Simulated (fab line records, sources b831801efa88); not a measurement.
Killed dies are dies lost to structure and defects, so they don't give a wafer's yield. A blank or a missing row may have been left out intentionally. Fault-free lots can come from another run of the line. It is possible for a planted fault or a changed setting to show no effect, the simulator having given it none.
Split-lot study + flow sky130 + on a route of 708 steps: 5 lots, 23 wafers read

THE SPLIT ITSELF
At SKY_LOCAL_INTERCONNECT_SPUTTER_00 (material TiN, target thk 100 nm, time 83.3 s), the setting powerW was moved away from the recipe's 6500 W on 5 of the 23 wafers read, by -11.3% to +5.2%. This setting was run at the recipe's value on the other wafers.

FROM THE SPLIT TO THE READING: what the file shows between them, 6 steps
- SKY_LOCAL_INTERCONNECT_RS_MEAS_01: measures by four-point-probe
- SKY_LOCAL_INTERCONNECT_THK_MEAS_02: measures by xrf
- SKY_LOCAL_INTERCONNECT_SOFTBAKE_07: time 90 s (also split here: timeS)
- SKY_LOCAL_INTERCONNECT_EXPOSE_08: exposes mask LI1M, target cd 170 nm
- SKY_LOCAL_INTERCONNECT_PEB_09
- SKY_LOCAL_INTERCONNECT_ETCH_13: etches BARC in N2/H2, stops on SiO2, time 45.9 s, target depth 60 nm

THE READING
oesProductAu, in a.u., at SKY_LOCAL_INTERCONNECT_METAL_ETCH_14 (etches TiN in Cl2/BCl3, stops on PSG, target depth 110 nm, time 31.4 s). Typical for fault-free wafers on this fab line: 0.937 a.u., with standard deviation 0.0068 a.u.

| wafer  | tool, chamber at the split | powerW as run, W | against the recipe | oesProductAu, a.u. | against lot-mates on the recipe |
|--------|----------------------------|------------------|--------------------|--------------------|---------------------------------|
| L076.2 | pvdSputter-04, -           | 5765             | -11.3%             | 0.863              | -0.068                          |
| L076.3 | pvdSputter-04, -           | 6500             | recipe             | 0.939              | -                               |
| L076.4 | pvdSputter-04, -           | 6500             | recipe             | 0.922              | -                               |
| L076.5 | pvdSputter-04, -           | 6500             | recipe             | 0.933              | -                               |
| L076.6 | pvdSputter-04, -           | 5765             | -11.3%             | 0.865              | -0.066                          |
| L080.1 | pvdSputter-01, -           | 6500             | recipe             | 0.939              | -                               |
| L080.3 | pvdSputter-01, -           | 6500             | recipe             | 0.928              | -                               |
| L080.4 | pvdSputter-01, -           | 6500             | recipe             | 0.929              | -                               |
| L080.5 | pvdSputter-01, -           | 6500             | recipe             | 0.928              | -                               |
| L080.6 | pvdSputter-01, -           | 6500             | recipe             | 0.931              | -                               |
| L081.1 | pvdSputter-01, -           | 6500             | recipe             | 0.939              | -                               |
| L081.2 | pvdSputter-01, -           | 6500             | recipe             | 0.940              | -                               |
| L081.3 | pvdSputter-01, -           | 6500             | recipe             | 0.934              | -                               |
| L081.4 | pvdSputter-01, -           | 6500             | recipe             | 0.934              | -                               |
| L081.6 | pvdSputter-01, -           | 6500             | recipe             | 0.933              | -                               |
| L082.1 | pvdSputter-04, -           | 6500             | recipe             | 0.930              | -                               |
| L082.2 | pvdSputter-04, -           | 6837             | +5.2%              | 0.974              | +0.040                          |
| L082.4 | pvdSputter-04, -           | 6500             | recipe             | 0.937              | -                               |
| L082.5 | pvdSputter-04, -           | 6837             | +5.2%              | 0.973              | +0.039                          |
| L082.6 | pvdSputter-04, -           | 6837             | +5.2%              | 0.960              | +0.026                          |
| L084.3 | pvdSputter-03, -           | 6500             | recipe             | 0.948              | -                               |
| L084.5 | pvdSputter-03, -           | 6500             | recipe             | 0.941              | -                               |
| L084.6 | pvdSputter-03, -           | 6500             | recipe             | 0.935              | -                               |

FIT RESULTS
A straight line over all 23 wafers: oesProductAu changes by +0.00634 a.u. for each +1% of powerW; r = +0.97; the points scatter about the line by 0.006 a.u.
The same after taking each lot's own level away (the mean of its wafers on the recipe; 23 wafers): +0.00618 a.u. for each +1%; r = +0.98; scatter 0.0051 a.u.
According to that fit, moving powerW by its largest amount changes the reading by 0.07 a.u.
Across the lots, their own levels run from 0.9310 to 0.9413 a.u., a range of 1.5 times the standard deviation given above.
So the lot-to-lot level changes the slope little: the two slopes agree.
Check: with one of the wafers moved furthest among these (-11.3%) left out of the fit, the line predicts -0.0699 a.u. for it against its lot-mates. It came out at -0.0683 a.u. against them.

THE OTHER SPLITS THESE WAFERS WENT THROUGH
Note: prior to the reading, these wafers also went through further splits. Each is held against what the fit with the lots' levels taken away leaves over:
| other split on the same wafers           | wafers away from the commonest value | r with oesProductAu (lot level and that fit taken away) |
|------------------------------------------|--------------------------------------|---------------------------------------------------------|
| SKY_LOCAL_INTERCONNECT_SOFTBAKE_07 timeS | 7                                    | +0.33                                                   |

THE WHOLE CHAIN: every reading that the file lists as answering this split, in the file's order
| step                                 | what it does                                                           | reading                                                                                     | change (the file's fit)                   | r (the file's) |
|--------------------------------------|------------------------------------------------------------------------|---------------------------------------------------------------------------------------------|-------------------------------------------|----------------|
| SKY_LOCAL_INTERCONNECT_SPUTTER_00    | material TiN, target thk 100 nm, time 83.3 s                           | TiN_of_LOCAL_INTERCONNECT_SPUTTER_00.thkNm (the simulator's own value, which no gauge read) | +1.01 nm for each +1% of the setting      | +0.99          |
| SKY_LOCAL_INTERCONNECT_RS_MEAS_01    | measures by four-point-probe                                           | LOCAL_INTERCONNECT_TIN_RS                                                                   | -0.17 for each +1% of the setting         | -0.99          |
| SKY_LOCAL_INTERCONNECT_THK_MEAS_02   | measures by xrf                                                        | LOCAL_INTERCONNECT_TIN_THK                                                                  | +0.993 for each +1% of the setting        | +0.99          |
| SKY_LOCAL_INTERCONNECT_METAL_ETCH_14 | etches TiN in Cl2/BCl3, stops on PSG, target depth 110 nm, time 31.4 s | oesProductAu                                                                                | +0.00613 a.u. for each +1% of the setting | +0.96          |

THE FILE'S OWN FIT
oesProductAu changes by +0.00613 a.u. for each +1% of powerW, r = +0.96.
